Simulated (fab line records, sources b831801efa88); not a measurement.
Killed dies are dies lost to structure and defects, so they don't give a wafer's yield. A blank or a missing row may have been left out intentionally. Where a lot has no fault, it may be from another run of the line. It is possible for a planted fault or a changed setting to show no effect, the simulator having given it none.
What tool caused it? -- flow sky130 -- 42 wafers from 14 lots sampled at 4 of the route's 708 steps

WHAT THE GAUGES READ, wafer by wafer
SKY_POLY_GATE_CD_MEAS_13 targets a cd of 150 nm.
lot,measured,on,cd nm (nm)
L884,day 16 07:14,cd sem-02,152.4 151.9 153.9
L885,day 16 14:46,cd sem-02,149.4 148.0 147.9
L887,day 17 15:27,cd sem-01,149.3 152.1 149.8
L888,day 18 11:03,cd sem-02,148.5 148.4 149.2
L894,day 21 08:12,cd sem-02,149.6 149.6 150.7
L896,day 21 08:31,cd sem-02,150.2 151.6 151.0
L895,day 21 08:34,cd sem-01,149.8 147.9 149.7
L893,day 21 08:52,cd sem-02,152.7 151.4 152.3
L897,day 21 08:53,cd sem-01,152.6 152.0 151.9
L900,day 22 07:13,cd sem-02,148.7 149.6 149.9
L901,day 22 14:28,cd sem-01,149.0 150.3 148.9
L902,day 22 15:26,cd sem-01,152.3 150.7 150.7
L905,day 23 16:03,cd sem-02,150.0 149.3 148.8
L906,day 25 08:23,cd sem-02,150.7 150.1 150.2

SKY_POLY_GATE_THK_MEAS_21.
lot,measured,on,POLY_GATE_OXIDATION_THK (nm)
L884,day 16 12:15,film metro-04,3.94 3.96 4.10
L885,day 16 17:35,film metro-03,4.06 3.95 4.08
L887,day 17 18:47,film metro-03,4.07 3.96 4.04
L888,day 18 12:58,film metro-01,4.02 4.08 4.05
L894,day 21 10:43,film metro-04,4.10 3.90 4.01
L896,day 21 10:45,film metro-01,3.99 4.04 3.98
L895,day 21 10:46,film metro-04,4.08 4.02 4.10
L893,day 21 11:17,film metro-01,3.94 3.90 3.89
L897,day 21 11:18,film metro-03,3.96 3.91 3.86
L900,day 22 09:01,film metro-03,4.01 4.01 4.09
L901,day 22 16:16,film metro-01,3.92 3.94 3.87
L902,day 22 17:31,film metro-03,3.96 3.86 3.86
L905,day 23 17:54,film metro-03,4.10 4.09 4.13
L906,day 25 11:00,film metro-01,4.04 4.09 4.14

SKY_LDD_LDN_TW_MEAS_13.
lot,measured,on,LDD_LDN_TW
L884,day 22 20:40,film metro-02,1489 1488 1488
L885,day 22 22:49,film metro-01,1472 1478 1472
L887,day 24 03:41,film metro-02,1489 1484 1485
L888,day 24 20:09,film metro-03,1489 1490 1489
L894,day 27 17:07,film metro-03,1481 1480 1483
L896,day 27 19:25,film metro-01,1352 1348 1354
L895,day 27 19:16,film metro-02,1360 1367 1367
L893,day 27 19:51,film metro-03,1471 1480 1485
L897,day 27 19:34,film metro-03,1472 1473 1478
L900,day 28 15:01,film metro-03,1483 1484 1481
L901,day 28 18:09,film metro-03,1485 1485 1482
L902,day 28 21:43,film metro-03,1484 1483 1481
L905,day 29 20:21,film metro-02,1485 1486 1481
L906,day 31 09:51,film metro-01,1479 1476 1469

WHICH TOOL RAN EACH LOT (tool, then ch and the chambers of the sampled wafers, then the start)
lot,SKY_LDD_LDN_IMPLANT_08
L884,"implanter-03 ch 0, day 22 19:59"
L885,"implanter-04 ch 0, day 22 22:07"
L887,"implanter-04 ch 0, day 24 03:01"
L888,"implanter-01 ch 0, day 24 19:27"
L894,"implanter-01 ch 0, day 27 16:27"
L896,"implanter-03, day 27 18:43"
L895,"implanter-04, day 27 18:36"
L893,"implanter-04 ch 0, day 27 19:09"
L897,"implanter-01 ch 0, day 27 18:53"
L900,"implanter-04 ch 0, day 28 14:20"
L901,"implanter-04 ch 0, day 28 17:27"
L902,"implanter-03 ch 0, day 28 21:02"
L905,"implanter-03 ch 0, day 29 19:39"
L906,"implanter-04 ch 0, day 31 09:09"
- SKY_LDD_LDN_IMPLANT_08

AS READ BY THE TOOLS THEMSELVES (means over the sampled wafers that have a number; for cases with no such wafer, the mark the record gives instead)
SKY_LDD_LDN_IMPLANT_08.
lot,tool,beam energy keV,beam on s (s)
L884,implanter-03,15.001,10.35
L885,implanter-04,15.007,10.22
L887,implanter-04,14.999,10.03
L888,implanter-01,15.002,9.82
L894,implanter-01,15.003,10.16
L896,implanter-03,-,-
L895,implanter-04,-,-
L893,implanter-04,15.001,10.00
L897,implanter-01,15.001,10.03
L900,implanter-04,15.006,10.17
L901,implanter-04,14.995,10.04
L902,implanter-03,14.998,9.90
L905,implanter-03,15.000,10.07
L906,implanter-04,15.001,9.90

THE ANSWER, worked out from the rows above alone
Rule: what is usual is taken from the lots themselves. Put in order of their means at a reading, lots are off if they are a third of the lots or fewer, leave a main group of 4 or more, and stand apart from it by a gap of 3 or more times the standard deviation of the main group's means; of several such gaps the widest counts. A main group is skipped when, at the precision printed for the reading in the tables above, its means are all equal. Also off: a lot with no number at a reading for which 4 or more lots have one. The other lots that the step has rows for count as sound. Order of review: gauges by route order, followed by the tools' own readings, for which a lot's mean as printed above is used. At the first step where some lot is off, the reading lying furthest off is the one used; lots without a number count as furthest.
Off: at SKY_LDD_LDN_TW_MEAS_13 (LDD_LDN_TW), L896, L895. The main group: mean 1482, standard deviation 5.
A tool fits if, at a process step before that reading, it ran every lot that is off, and no sound lot after the first of them. The gauges at SKY_LDD_LDN_TW_MEAS_13 aren't tried: what is off there is off at SKY_LDD_LDN_IMPLANT_08 too, on other tools, and a gauge's error can't cause that. None of those tried fits.

WHAT THE SIMULATOR PUT IN
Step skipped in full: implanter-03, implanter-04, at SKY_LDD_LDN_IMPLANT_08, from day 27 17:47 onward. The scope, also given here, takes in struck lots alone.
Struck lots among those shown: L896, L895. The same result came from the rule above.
